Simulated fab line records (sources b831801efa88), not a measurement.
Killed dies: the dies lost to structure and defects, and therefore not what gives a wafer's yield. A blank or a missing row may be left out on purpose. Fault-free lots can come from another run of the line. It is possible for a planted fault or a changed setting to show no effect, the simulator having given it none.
A lot that was struck, set against a sound lot | flow sky130 | 43 out of 708 route steps
Sound: the wafers L863.2, L863.3, L863.6. Struck: wafer L875.1 (left out: L875.2, L875.5 of the same lot, which were not struck); the cause appears at the end.
Order at every step that has rows: each side's tool, ch and its chambers, its first start. Under that, the readings that differ: sound wafers | struck wafers | difference of the means | sigmas: that difference in standard deviations of wafers without a fault.
alike: readings whose means differ by less than 2 such deviations, and words and numbers that are the same on both sides. not compared: withheld readings, readings that some wafer has no value for, bounds like >300 that may hide the same value, and numbers for which the record gives no deviation and whose values overlap.
The two part at a step that has a row with sigmas, a row that says differs or no value, or rows on one side only. When numbers do not overlap yet have no deviation, they are printed without sigmas and do not part them. A reading missing from all wafers of one side parts the sides only when that side holds two or more wafers.

SKY_METAL5_SPUTTER_04: material TiN, target thk 70 nm, time 58.3 s.
  sound on pvd-sputter-01, day 45 09:34; struck on pvd-sputter-01, day 48 09:40
  alike: throttle-valve-pct
SKY_METAL5_RS_MEAS_05: measures by four-point-probe.
  sound on film-metro-04, day 45 09:38; struck on film-metro-04, day 48 09:43
  alike: METAL5_ALCU_RS
SKY_METAL5_THK_MEAS_06: measures by xrf.
  sound on film-metro-04, day 45 09:44; struck on film-metro-04, day 48 09:50
  alike: METAL5_ALCU_THK
then, 8 steps without rows for these wafers: SKY_METAL5_DEHYDRATE_07 (time 60 s); SKY_METAL5_HMDS_08 (prime time 60 s); SKY_METAL5_COAT_09 (resist thk 1800 nm); SKY_METAL5_SOFTBAKE_10 (time 60 s); SKY_METAL5_EXPOSE_11 (exposes mask MM5, target cd 1600 nm); SKY_METAL5_PEB_12; SKY_METAL5_DEVELOP_13 (develop time 60 s); SKY_METAL5_DESCUM_14 (chemistry O2, time 11 s).
SKY_METAL5_METAL_ETCH_15: etches the open film in Cl2/BCl3, stops on SiO2, target depth 1260 nm, time 252 s.
  sound on rie-metal-03 ch 0, day 46 06:28; struck on rie-metal-03 ch 0, day 49 05:13
  alike: drypump-motor-current-A, he-backside-leak-sccm, mfc-cl2-sccm, oes-product-au, throttle-valve-pct
  not compared: rf-hours-counter-h
SKY_METAL5_STRIP_16: strips in O2/N2.
  sound on plasma-asher-03 ch 1, day 46 06:41; struck on plasma-asher-04 ch 0, day 49 05:26
  alike: drypump-motor-current-A, n2-flow-sccm, oes-product-au, strip-time-to-endpoint-s
  not compared: rf-hours-counter-h
then, 4 steps without rows for these wafers: SKY_METAL5_STRIP_17 (strips in post etch residue remover, time 1200 s); SKY_METAL5_CLEAN_18 (cleans in IPA, time 180 s); SKY_METAL5_CLEAN_19 (cleans in O3/DIW); SKY_PASSIVATION_CVD_00 (deposits SiO2, target thk 90 nm).
SKY_PASSIVATION_THK_MEAS_01:
  sound on film-metro-03, day 46 07:21; struck on film-metro-03, day 49 06:03
  alike: PASSIVATION_CVD_00_THK
then, 1 step without rows for these wafers: SKY_PASSIVATION_CVD_02 (deposits Si3N4, target thk 540 nm).
SKY_PASSIVATION_THK_MEAS_03:
  sound on film-metro-03, day 46 07:38; struck on film-metro-03, day 49 06:20
  alike: PASSIVATION_CVD_02_THK
then, 7 steps without rows for these wafers: SKY_PASSIVATION_DEHYDRATE_04 (time 60 s); SKY_PASSIVATION_HMDS_05 (prime time 60 s); SKY_PASSIVATION_COAT_06 (resist thk 3000 nm); SKY_PASSIVATION_SOFTBAKE_07; SKY_PASSIVATION_EXPOSE_08 (exposes mask NSM, target cd 3000 nm); SKY_PASSIVATION_PEB_09; SKY_PASSIVATION_DEVELOP_10 (develop time 60 s).
SKY_PASSIVATION_ETCH_11: etches the open film in CF4/O2, stops on AlCu, target depth 725 nm, time 161.1 s.
  sound on rie-diel-04 ch 2,3, day 47 03:44; struck on rie-diel-03 ch 1, day 50 00:08
  alike: drypump-motor-current-A, oes-product-au, throttle-valve-pct
  not compared: rf-hours-counter-h
then, 8 steps without rows for these wafers: SKY_PASSIVATION_STRIP_12 (strips in O2/N2); SKY_PAD_OPEN_DEHYDRATE_00 (time 60.85 s); SKY_PAD_OPEN_HMDS_01 (prime time 60 s); SKY_PAD_OPEN_COAT_02 (resist thk 3000 nm); SKY_PAD_OPEN_SOFTBAKE_03; SKY_PAD_OPEN_EXPOSE_04 (exposes mask PDM, target cd 60000 nm); SKY_PAD_OPEN_PEB_05; SKY_PAD_OPEN_DEVELOP_06 (develop time 60 s).
SKY_PAD_OPEN_ETCH_07: etches the open film in CF4/O2, stops on AlCu, target depth 725 nm, time 161.1 s.
  sound on rie-diel-03 ch 2,3, day 47 23:10; struck on rie-diel-02 ch 2, day 50 16:52
  alike: drypump-motor-current-A, oes-product-au, throttle-valve-pct
  not compared: rf-hours-counter-h
SKY_PAD_OPEN_STRIP_08: strips in O2/N2.
  sound on plasma-asher-02 ch 0,1, day 47 23:16; struck on plasma-asher-04 ch 1, day 50 16:58
  reading                      | sound             | struck | difference | sigmas
  strip-time-to-endpoint-s (s) | 37.21 37.19 37.18 | 36.94  | -0.25      | -2
  alike: drypump-motor-current-A, n2-flow-sccm, oes-product-au
  not compared: rf-hours-counter-h
then, 4 steps without rows for these wafers: SKY_PAD_OPEN_STRIP_09 (strips in post etch residue remover, time 1200 s); SKY_PAD_OPEN_CLEAN_10 (cleans in IPA, time 180 s); SKY_PAD_OPEN_CLEAN_11 (cleans in O3/DIW); SKY_PAD_OPEN_ANNEAL_12.
SKY_PAD_OPEN_PROBE_99:
  sound on prober-01, day 48 01:32; struck on prober-01, day 50 19:11
  reading                               | sound               | struck | difference | sigmas
  defect-limited-yield (%)              | 81.5 82.7 81.3      | 72.2   | -9.6       | -5
  killed_at_M0_to_M3                    | 53 43 56            | 37     | -14        | -2
  killed_at_M4_up                       | 3 1 3               | 54     | +52        | +29
  killed-dies                           | 91 85 92            | 137    | +48        | +5
  sort_bin_5_function (%)               | 11.6 10.0 11.8      | 17.3   | +6.2       | +4
  sort_bin_6_memory (%)                 | 5.9 6.9 6.3         | 9.1    | +2.7       | +2
  sort-n-pass                           | 401 407 400         | 355    | -48        | -5
  sort-yield-pct (%)                    | 81.5 82.7 81.3      | 72.2   | -9.6       | -5
  model.etest.tester.sort-n-pass        | 401 407 400         | 355    | -48        |
  model.etest.tester.sort-yield-pct (%) | 81.5 82.72 81.3     | 72.15  | -9.69      |
  model.etest.tester.sort_bin_5_pct (%) | 11.59 9.959 11.79   | 17.28  | +6.17      |
  model.etest.tester.sort_bin_3_pct (%) | 1.016 0.4065 0.6098 | 1.423  | +0.746     |
  alike: killed-at-contacts, killed-at-front-end, killed-at-other, killed-open, killed-short, sort_bin_3_pad_short

== WHERE THEY PART ==
First at SKY_PAD_OPEN_STRIP_08; last, within this record, at SKY_PAD_OPEN_PROBE_99.

WHY: the cause the simulator had injected
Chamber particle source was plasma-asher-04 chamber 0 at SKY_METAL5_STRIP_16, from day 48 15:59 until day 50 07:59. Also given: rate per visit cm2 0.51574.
